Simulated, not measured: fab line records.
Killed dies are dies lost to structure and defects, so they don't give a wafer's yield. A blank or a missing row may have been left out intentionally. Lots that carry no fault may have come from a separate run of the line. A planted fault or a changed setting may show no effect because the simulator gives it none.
fab line records -- flow gf180mcu
record: lots: 15, wafers: 45, last_day: 34
route steps=602 shown HV_LDD@186 CONTACT@292
lots untouched by any fault: they come from a run of this same line in which no faults occurred
start_h: start of the lot's first displayed wafer, in hours after the record's first day -- wait_h: how many hours have passed since the lot's step before this one -- " as in the row above -- L1.1+2: several wafers, shown together as one row -- - value missing, or start not given -- * or withheld: withheld -- < > ~ a bound
route shown NAME@n: a module of which the file shows steps, and the number in the route of the first -- usual: the fault-free wafers' mean and standard deviation -- same: alike in all rows -- chamber/n: place in a boat -- sites: per-site readings -- _std_site: their standard deviation -- _edge_site: inner sites' mean taken away from outer sites' mean -- radius_mm: for every site, how far away it sits from the centre of the wafer -- mask NAME#n: copy n -- behind: the tool/chamber that last shaped the wafer -- hold: the reason the lot was held/the length of the hold in hours/how it ended -- device: whichever transistor did not switch (one of n, p or np) -- end of line: at the end of the route, the tests of the same wafers -- where a step has no rows: the recipe by itself -- killed: dies lost to structure and defects at the first sort, not the wafer's yield -- map: the dies of a wafer, with x for killed, . for not killed, _ for no die there
set.NAME: the setting the step ran with; set.NAME@STEP: the setting that earlier step ran with -- model.NAME: the simulator's own value behind a step, which no gauge read
the route's steps for a sample of lots (tables are steps, rows are wafers)
services: from which hour (start_h, from the record's first day; less than 0 if before it) a tool's chamber was out of use, for how many hours, and why
== steps ==
step: GF_HV_LDD_STRIP_10
recipe: chemistry: O2/N2, power_w: 1400, pressure_mtorr: 1500, platen_temp_c: 250, o2_flow_sccm: 3000, n2_flow_sccm: 300, overash_fraction: 0.5
usual: drypump_motor_current_A: 5.2/0.61, heater_power_w: 295/28, oes_product_au: 0.716/0.0044, strip_time_to_endpoint_s: 12.63/0.04
lot.wafer,tool,chamber,start_h,wait_h,drypump_motor_current_A,heater_power_w,oes_product_au,rf_hours_counter_h,strip_time_to_endpoint_s
L575.1,plasma_asher-01,0,224.10,0.1,6.3,321,0.716,58,12.67
L575.2,plasma_asher-01,1,224.10,0.1,4.9,307,0.705,58,12.64
L575.5,plasma_asher-01,1,224.10,0.1,4.9,313,0.711,-,12.62
L576.1,plasma_asher-04,1,229.23,0.1,5.1,254,0.720,58,12.64
L576.3,plasma_asher-04,0,229.23,0.1,4.7,317,0.713,-,12.59
L576.6,plasma_asher-04,1,229.23,0.1,5.1,255,0.712,-,12.61
L578.3,plasma_asher-04,1,243.26,0.1,5.1,258,0.720,-,12.59
L578.4,plasma_asher-04,0,243.26,0.1,4.7,317,0.716,-,12.61
L578.6,plasma_asher-04,1,243.26,0.1,5.1,259,0.710,-,12.59
L582.3,plasma_asher-04,1,274.42,0.1,5.1,253,0.725,-,12.70
L582.5,plasma_asher-04,0,274.42,0.1,4.7,312,0.718,-,12.69
L582.6,plasma_asher-04,1,274.42,0.1,5.1,261,0.719,-,12.70
L583.2,plasma_asher-01,0,283.44,0.1,6.3,318,0.710,65,12.62
L583.4,plasma_asher-01,0,283.44,0.1,6.3,318,0.709,-,12.60
L583.5,plasma_asher-01,0,283.44,0.1,6.4,321,0.717,-,12.56
L584.2,plasma_asher-04,1,289.61,0.1,5.1,254,0.726,64,12.60
L584.4,plasma_asher-04,0,289.61,0.1,4.7,312,0.711,-,12.61
L584.6,plasma_asher-04,1,289.61,0.1,5.1,256,0.718,-,12.59
L585.1,plasma_asher-04,0,297.26,0.1,4.7,312,0.713,65,12.58
L585.2,plasma_asher-04,1,297.26,0.1,5.1,252,0.720,65,12.57
L585.3,plasma_asher-04,0,297.26,0.1,4.7,317,0.715,-,12.56
L590.2,plasma_asher-04,1,334.11,0.1,5.1,255,0.714,68,12.55
L590.5,plasma_asher-04,0,334.11,0.1,4.7,311,0.714,-,12.54
L590.6,plasma_asher-04,1,334.11,0.1,5.1,258,0.720,-,12.55
L591.1,plasma_asher-04,0,345.66,0.1,4.7,319,0.716,70,12.63
L591.5,plasma_asher-04,1,345.66,0.1,5.2,261,0.723,-,12.65
L591.6,plasma_asher-04,0,345.66,0.1,4.7,324,0.714,-,12.64
L592.1,plasma_asher-01,0,349.98,0.1,6.3,321,0.705,72,12.64
L592.3,plasma_asher-01,0,349.98,0.1,6.4,322,0.714,-,12.60
L592.5,plasma_asher-01,0,349.98,0.1,6.4,318,0.717,-,12.61
L593.2,plasma_asher-04,1,356.39,0.1,5.1,256,0.719,71,12.70
L593.5,plasma_asher-04,0,356.39,0.1,4.7,312,0.715,-,12.69
L593.6,plasma_asher-04,1,356.39,0.1,5.1,253,0.715,-,12.68
L594.1,plasma_asher-04,0,361.61,0.1,4.7,303,0.714,71,12.60
L594.2,plasma_asher-04,1,361.61,0.1,5.1,254,0.718,71,12.61
L594.6,plasma_asher-04,0,361.61,0.1,4.7,317,0.717,-,12.62
L595.1,plasma_asher-04,1,371.74,0.1,5.1,257,0.725,72,12.62
L595.4,plasma_asher-04,1,371.74,0.1,5.1,260,0.712,-,12.62
L595.6,plasma_asher-04,0,371.74,0.1,4.7,322,0.718,-,12.61
L596.1,plasma_asher-04,0,378.84,0.1,4.7,325,0.717,73,12.63
L596.2,plasma_asher-04,1,378.84,0.1,5.1,255,0.724,73,12.62
L596.6,plasma_asher-04,1,378.84,0.1,5.1,255,0.714,-,12.58
L597.4,plasma_asher-01,1,388.35,0.1,4.9,308,0.718,-,12.62
L597.5,plasma_asher-01,1,388.35,0.1,4.9,313,0.720,-,12.60
L597.6,plasma_asher-01,0,388.35,0.1,6.3,313,0.717,-,12.62
step: GF_HV_LDD_IMPLANT_36
recipe: species: P, energy_kev: 60, dose_cm2: 7.5e+12, tilt_deg: 30, rotation_deg: 270
usual: beam_energy_keV: 60.001/0.019, beam_on_s: 10.01/0.2
lot.wafer,tool,chamber,start_h,wait_h,beam_energy_keV,beam_on_s
L575.1,implanter-04,0,261.14,0.1,59.970,10.31
L575.2,implanter-04,0,261.14,0.1,60.014,9.91
L575.5,implanter-04,0,261.14,0.1,59.978,9.80
L576.1,implanter-04,0,266.08,0.1,59.988,10.02
L576.3,implanter-04,0,266.08,0.1,60.010,9.67
L576.6,implanter-04,0,266.08,0.1,59.974,10.19
L578.3,implanter-02,0,280.51,0.1,59.997,9.92
L578.4,implanter-02,0,280.51,0.1,60.011,10.03
L578.6,implanter-02,0,280.51,0.1,59.992,9.89
L582.3,implanter-02,0,315.33,0.1,60.031,10.11
L582.5,implanter-02,0,315.33,0.1,60.010,9.89
L582.6,implanter-02,0,315.33,0.1,60.002,10.14
L583.2,implanter-01,-,325.05,0.1,-,-
L583.4,implanter-01,-,325.05,0.1,-,-
L583.5,implanter-01,-,325.05,0.1,-,-
L584.2,implanter-04,-,331.81,0.1,-,-
L584.4,implanter-04,-,331.81,0.1,-,-
L584.6,implanter-04,-,331.81,0.1,-,-
L585.1,implanter-01,-,339.96,0.1,-,-
L585.2,implanter-01,-,339.96,0.1,-,-
L585.3,implanter-01,-,339.96,0.1,-,-
L590.2,implanter-01,0,380.06,0.1,59.999,10.23
L590.5,implanter-01,0,380.06,0.1,59.997,10.09
L590.6,implanter-01,0,380.06,0.1,59.990,10.19
L591.1,implanter-02,0,392.46,0.1,60.016,9.71
L591.5,implanter-02,0,392.46,0.1,60.028,10.17
L591.6,implanter-02,0,392.46,0.1,60.022,10.35
L592.1,implanter-04,0,395.94,0.1,60.041,9.96
L592.3,implanter-04,0,395.94,0.1,59.990,10.03
L592.5,implanter-04,0,395.94,0.1,60.030,9.89
L593.2,implanter-02,0,403.45,0.1,60.011,10.17
L593.5,implanter-02,0,403.45,0.1,59.994,10.12
L593.6,implanter-02,0,403.45,0.1,60.005,9.85
L594.1,implanter-01,0,408.19,0.1,60.019,10.01
L594.2,implanter-01,0,408.19,0.1,59.991,9.95
L594.6,implanter-01,0,408.19,0.1,60.012,9.95
L595.1,implanter-02,0,418.58,0.1,60.001,9.68
L595.4,implanter-02,0,418.58,0.1,60.019,9.90
L595.6,implanter-02,0,418.58,0.1,60.002,9.97
L596.1,implanter-04,0,427.28,0.1,60.032,9.80
L596.2,implanter-04,0,427.28,0.1,60.008,10.13
L596.6,implanter-04,0,427.28,0.1,60.013,10.04
L597.4,implanter-01,0,437.41,0.1,59.980,10.34
L597.5,implanter-01,0,437.41,0.1,59.956,10.20
L597.6,implanter-01,0,437.41,0.1,59.965,10.13
step: GF_HV_LDD_TW_MEAS_38
usual: HV_LDD_3_TW: 1437/11
lot.wafer,tool,chamber,start_h,wait_h,HV_LDD_3_TW
L575.1,film_metro-04,-,261.41,0.1,1423
L575.2,film_metro-04,-,261.41,0.1,1416
L575.5,film_metro-04,-,261.41,0.1,1425
L576.1,film_metro-01,-,266.33,0.1,1441
L576.3,film_metro-01,-,266.33,0.1,1445
L576.6,film_metro-01,-,266.33,0.1,1435
L578.3,film_metro-03,-,280.73,0.1,1444
L578.4,film_metro-03,-,280.73,0.1,1442
L578.6,film_metro-03,-,280.73,0.1,1449
L582.3,film_metro-01,-,315.55,0.1,1435
L582.5,film_metro-01,-,315.55,0.1,1442
L582.6,film_metro-01,-,315.55,0.1,1441
L583.2,film_metro-03,-,325.29,0.1,1313
L583.4,film_metro-03,-,325.29,0.1,1315
L583.5,film_metro-03,-,325.29,0.1,1314
L584.2,film_metro-03,-,332.05,0.1,1317
L584.4,film_metro-03,-,332.05,0.1,1315
L584.6,film_metro-03,-,332.05,0.1,1312
L585.1,film_metro-04,-,340.21,0.1,1306
L585.2,film_metro-04,-,340.21,0.1,1308
L585.3,film_metro-04,-,340.21,0.1,1297
L590.2,film_metro-04,-,380.30,0.1,1422
L590.5,film_metro-04,-,380.30,0.1,1427
L590.6,film_metro-04,-,380.30,0.1,1428
L591.1,film_metro-01,-,392.71,0.1,1458
L591.5,film_metro-01,-,392.71,0.1,1455
L591.6,film_metro-01,-,392.71,0.1,1453
L592.1,film_metro-03,-,396.19,0.1,1437
L592.3,film_metro-03,-,396.19,0.1,1436
L592.5,film_metro-03,-,396.19,0.1,1435
L593.2,film_metro-03,-,403.69,0.1,1439
L593.5,film_metro-03,-,403.69,0.1,1439
L593.6,film_metro-03,-,403.69,0.1,1435
L594.1,film_metro-04,-,408.44,0.1,1428
L594.2,film_metro-04,-,408.44,0.1,1428
L594.6,film_metro-04,-,408.44,0.1,1421
L595.1,film_metro-01,-,418.83,0.1,1457
L595.4,film_metro-01,-,418.83,0.1,1451
L595.6,film_metro-01,-,418.83,0.1,1449
L596.1,film_metro-01,-,427.56,0.1,1448
L596.2,film_metro-01,-,427.56,0.1,1444
L596.6,film_metro-01,-,427.56,0.1,1444
L597.4,film_metro-04,-,437.61,0.1,1428
L597.5,film_metro-04,-,437.61,0.1,1432
L597.6,film_metro-04,-,437.61,0.1,1431
step: GF_HV_LDD_RS_MEAS_53
recipe: thk_meas_gauge: four-point-probe
usual: HV_LDD_RS: 419.2/0.92
lot.wafer,tool,chamber,start_h,wait_h,HV_LDD_RS[ohm/sq]
L575.1,film_metro-03,-,280.77,0.1,416.8
L575.2,film_metro-03,-,280.77,0.1,418.4
L575.5,film_metro-03,-,280.77,0.1,418.3
L576.1,film_metro-04,-,285.99,0.1,418.5
L576.3,film_metro-04,-,285.99,0.1,420.1
L576.6,film_metro-04,-,285.99,0.1,418.1
L578.3,film_metro-04,-,300.26,0.1,419.7
L578.4,film_metro-04,-,300.26,0.1,420.0
L578.6,film_metro-04,-,300.26,0.1,420.9
L582.3,film_metro-01,-,337.33,0.1,417.1
L582.5,film_metro-01,-,337.33,0.1,417.8
L582.6,film_metro-01,-,337.33,0.1,417.5
L583.2,film_metro-03,-,347.61,0.1,442.8
L583.4,film_metro-03,-,347.61,0.1,442.5
L583.5,film_metro-03,-,347.61,0.1,441.0
L584.2,film_metro-03,-,354.31,0.1,441.0
L584.4,film_metro-03,-,354.31,0.1,440.9
L584.6,film_metro-03,-,354.31,0.1,441.3
L585.1,film_metro-03,-,363.11,0.1,440.1
L585.2,film_metro-03,-,363.11,0.1,440.3
L585.3,film_metro-03,-,363.11,0.1,439.1
L590.2,film_metro-04,-,404.16,0.1,419.9
L590.5,film_metro-04,-,404.16,0.1,419.8
L590.6,film_metro-04,-,404.16,0.1,419.4
L591.1,film_metro-04,-,416.86,0.1,419.7
L591.5,film_metro-04,-,416.86,0.1,420.3
L591.6,film_metro-04,-,416.86,0.1,420.8
L592.1,film_metro-03,-,419.91,0.1,419.5
L592.3,film_metro-03,-,419.91,0.1,419.3
L592.5,film_metro-03,-,419.91,0.1,419.0
L593.2,film_metro-01,-,427.68,0.1,419.3
L593.5,film_metro-01,-,427.68,0.1,418.9
L593.6,film_metro-01,-,427.68,0.1,419.4
L594.1,film_metro-01,-,432.21,0.1,417.8
L594.2,film_metro-01,-,432.21,0.1,418.6
L594.6,film_metro-01,-,432.21,0.1,419.1
L595.1,film_metro-03,-,443.36,0.1,418.3
L595.4,film_metro-03,-,443.36,0.1,419.2
L595.6,film_metro-03,-,443.36,0.1,417.4
L596.1,film_metro-01,-,451.96,0.1,419.1
L596.2,film_metro-01,-,451.96,0.1,419.2
L596.6,film_metro-01,-,451.96,0.1,419.1
L597.4,film_metro-01,-,462.01,0.1,419.0
L597.5,film_metro-01,-,462.01,0.1,418.1
L597.6,film_metro-01,-,462.01,0.1,418.0
step: GF_CONTACT_BOW_MEAS_05
recipe: mode: bow
usual: CONTACT_BOW: 65/6.8
lot.wafer,tool,chamber,start_h,wait_h,CONTACT_BOW[um]
L575.1,film_metro-01,-,351.56,0.2,66
L575.2,film_metro-01,-,351.56,0.2,61
L575.5,film_metro-01,-,351.56,0.2,62
L576.1,film_metro-04,-,356.34,0.2,73
L576.3,film_metro-04,-,356.34,0.2,60
L576.6,film_metro-04,-,356.34,0.2,64
L578.3,film_metro-01,-,372.65,0.2,63
L578.4,film_metro-01,-,372.65,0.2,62
L578.6,film_metro-01,-,372.65,0.2,67
L582.3,film_metro-01,-,411.50,0.3,67
L582.5,film_metro-01,-,411.50,0.3,68
L582.6,film_metro-01,-,411.50,0.3,72
L590.2,film_metro-01,-,481.58,0.2,59
L590.5,film_metro-01,-,481.58,0.2,65
L590.6,film_metro-01,-,481.58,0.2,64
L591.1,film_metro-04,-,494.32,0.1,69
L591.5,film_metro-04,-,494.32,0.1,68
L591.6,film_metro-04,-,494.32,0.1,66
L592.1,film_metro-01,-,497.84,0.2,63
L592.3,film_metro-01,-,497.84,0.2,74
L592.5,film_metro-01,-,497.84,0.2,79
L593.2,film_metro-04,-,504.74,0.2,73
L593.5,film_metro-04,-,504.74,0.2,75
L593.6,film_metro-04,-,504.74,0.2,50
L594.1,film_metro-01,-,509.27,0.1,62
L594.2,film_metro-01,-,509.27,0.1,60
L594.6,film_metro-01,-,509.27,0.1,54
L595.1,film_metro-01,-,519.31,0.2,64
L595.4,film_metro-01,-,519.31,0.2,75
L595.6,film_metro-01,-,519.31,0.2,60
L596.1,film_metro-01,-,527.53,0.1,56
L596.2,film_metro-01,-,527.53,0.1,63
L596.6,film_metro-01,-,527.53,0.1,68
L597.4,film_metro-03,-,537.84,0.2,71
L597.5,film_metro-03,-,537.84,0.2,51
L597.6,film_metro-03,-,537.84,0.2,60
step: GF_CONTACT_OVL_MEAS_15
usual: CONTACT_OVL: -3/6.3
lot.wafer,tool,chamber,start_h,wait_h,CONTACT_OVL[nm]
L575.1,overlay-02,-,375.00,0.1,-5
L575.2,overlay-02,-,375.00,0.1,-5
L575.5,overlay-02,-,375.00,0.1,-1
L576.1,overlay-01,-,379.59,0.1,2
L576.3,overlay-01,-,379.59,0.1,3
L576.6,overlay-01,-,379.59,0.1,-2
L578.3,overlay-02,-,395.50,0.1,-10
L578.4,overlay-02,-,395.50,0.1,-16
L578.6,overlay-02,-,395.50,0.1,-13
L582.3,overlay-01,-,436.40,0.1,3
L582.5,overlay-01,-,436.40,0.1,-2
L582.6,overlay-01,-,436.40,0.1,0
L590.2,overlay-02,-,505.35,0.1,12
L590.5,overlay-02,-,505.35,0.1,7
L590.6,overlay-02,-,505.35,0.1,10
L591.1,overlay-02,-,517.85,0.1,-1
L591.5,overlay-02,-,517.85,0.1,-10
L591.6,overlay-02,-,517.85,0.1,-3
L592.1,overlay-02,-,521.85,0.1,-5
L592.3,overlay-02,-,521.85,0.1,-10
L592.5,overlay-02,-,521.85,0.1,1
L593.2,overlay-02,-,527.90,0.1,-5
L593.5,overlay-02,-,527.90,0.1,-3
L593.6,overlay-02,-,527.90,0.1,-4
L594.1,overlay-01,-,532.25,0.1,3
L594.2,overlay-01,-,532.25,0.1,3
L594.6,overlay-01,-,532.25,0.1,12
L595.1,overlay-01,-,542.24,0.1,-6
L595.4,overlay-01,-,542.24,0.1,-3
L595.6,overlay-01,-,542.24,0.1,-4
L596.1,overlay-01,-,549.79,0.1,5
L596.2,overlay-01,-,549.79,0.1,8
L596.6,overlay-01,-,549.79,0.1,4
L597.4,overlay-01,-,559.81,0.1,-7
L597.5,overlay-01,-,559.81,0.1,-12
L597.6,overlay-01,-,559.81,0.1,-15
== services ==
tool,chamber,start_h,hours,kind
plasma_asher-01,-,213.72,3.4,repair
implanter-02,-,253.51,4.6,repair
implanter-01,-,263.84,5.6,pm
implanter-04,-,274.64,3.1,repair
plasma_asher-04,-,306.02,0.6,repair
implanter-02,-,336.17,4.9,pm
implanter-04,-,380.53,5.8,repair
implanter-04,-,397.06,3.7,pm
plasma_asher-01,-,415.35,15.6,pm
implanter-01,-,426.31,2.1,repair
plasma_asher-01,-,430.95,9.0,pm
plasma_asher-01,0,430.95,9.0,vent_cycle
plasma_asher-01,1,430.95,9.0,vent_cycle
== key ==
first_sign: step: GF_HV_LDD_IMPLANT_36, reading: tool_record, direction: missing
effect: step: GF_HV_LDD_TW_MEAS_38, reading: HV_LDD_3_TW, direction: down, sigmas: 12, usual: 1437, struck: 1311
effect: step: GF_HV_LDD_RS_MEAS_53, reading: HV_LDD_RS, direction: up, sigmas: 24, usual: 419.2, struck: 441.0
met_at GF_HV_LDD_IMPLANT_36
struck_lots L583,L584,L585
later_rows_left_out L583.2,L583.4,L583.5,L584.2,L584.4,L584.6,L585.1,L585.2,L585.3
sort_left_out L583.2,L583.4,L583.5,L584.2,L584.4,L584.6,L585.1,L585.2,L585.3
tester_left_out L583,L584,L585
not_acting_at GF_HV_LDD_STRIP_10,GF_CONTACT_BOW_MEAS_05,GF_CONTACT_OVL_MEAS_15
onset_between 266.08 325.05
fault: kind: skipped_step_whole, tool: implanter-01,implanter-04, chamber: -, onset_h: 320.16, steps: GF_HV_LDD_IMPLANT_36, scope: struck_lots_only
tester_left_out: of these lots the tester's yield and bins aren't shown, on N5 and GAA mostly nor the transistor test; their killed dies are dies lost to structure and defects alone, not to doping, threshold or leakage, so they don't give the yield
sort_left_out: the simulated sort isn't trusted on such a fault, so these wafers' sort isn't shown, and their yield isn't known
later_rows_left_out: the simulator's readings of these wafers behind a module that went badly wrong aren't trusted and aren't shown, but for the sort
